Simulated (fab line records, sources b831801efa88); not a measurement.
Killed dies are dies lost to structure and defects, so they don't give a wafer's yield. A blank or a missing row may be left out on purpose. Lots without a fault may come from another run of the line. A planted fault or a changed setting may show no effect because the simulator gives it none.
One fault seen from 2 desks | flow gf180mcu | each desk has only its own numbers; what lay behind them comes last

THE METROLOGY DESK
What the gauges read, lot by lot, whatever tool the lot ran on: means of the sampled wafers that have a number. A lot is out of limits, marked OUT, if its mean lies more than 4 standard deviations from the usual mean; the brackets give that distance.
Columns: A = V4_W_THK at GF_V4_THK_MEAS_25, usual 363 nm; B = MIM_CVD_05_THK at GF_MIM_THK_MEAS_06, usual 41.8 nm
lot  | first seen here | A   | B
L311 | day 24 11:46    | 356 | 42.3
L312 | day 24 20:22    | 360 | 41.6
L313 | day 25 06:38    | 360 | 42.2
L314 | day 25 12:28    | 361 | 42.1
L315 | day 25 20:04    | 352 | 68.1 (+45) OUT
L317 | day 26 15:35    | 364 | 67.7 (+44) OUT
L325 | day 29 01:27    | 357 | 42.5
L327 | day 29 09:11    | 377 | 41.5
L328 | day 29 21:28    | 367 | 42.2
L329 | day 30 01:52    | 362 | 41.5
L330 | day 30 08:43    | 376 | 41.0
L331 | day 30 16:41    | 366 | 41.5
L333 | day 31 03:35    | 367 | 41.5
L334 | day 31 08:43    | 359 | 42.2
This desk's finding: out of limits on L315, L317; first on L315, day 25 20:42 (MIM_CVD_05_THK at GF_MIM_THK_MEAS_06). In limits: L311, L312, L313, L314, L325, L327, L328, L329, L330, L331, L333, L334.

THE TOOL OWNER'S DESK: pecvd-03
The tool's own readings at GF_MIM_CVD_05 (deposits Si3N4, target thk 42 nm, time 29.086 s): means of the sampled wafers that have a number, for each lot that ran on this tool. A lot is out of limits, marked OUT, if its mean lies more than 4 standard deviations from the usual mean; the brackets give that distance.
Columns: A = heater_power_w at GF_MIM_CVD_05, usual 686 W
lot  | first seen here | A
L313 | day 25 07:12    | 658
L314 | day 25 13:02    | 626
L315 | day 25 20:39    | 649
L317 | day 26 16:26    | 648
L325 | day 29 02:02    | 740
This desk's finding: nothing out of limits on any of the 5 lots.

PUT TOGETHER
The metrology desk could have raised an alarm at day 25 20:42, on L315, L317.
The tool owner's desk saw nothing out of limits.
The tool owner's desk has L315, L317 on record, within its limits.
Of the lots named, all ran GF_MIM_CVD_05 on pecvd-03.

WHAT THE SIMULATOR HAD PUT IN
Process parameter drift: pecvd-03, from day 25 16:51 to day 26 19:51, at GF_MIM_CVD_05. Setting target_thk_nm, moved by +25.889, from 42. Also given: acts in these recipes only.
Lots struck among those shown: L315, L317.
Hours from the fault's start to each desk's first reading out of limits: the metrology desk, 4.
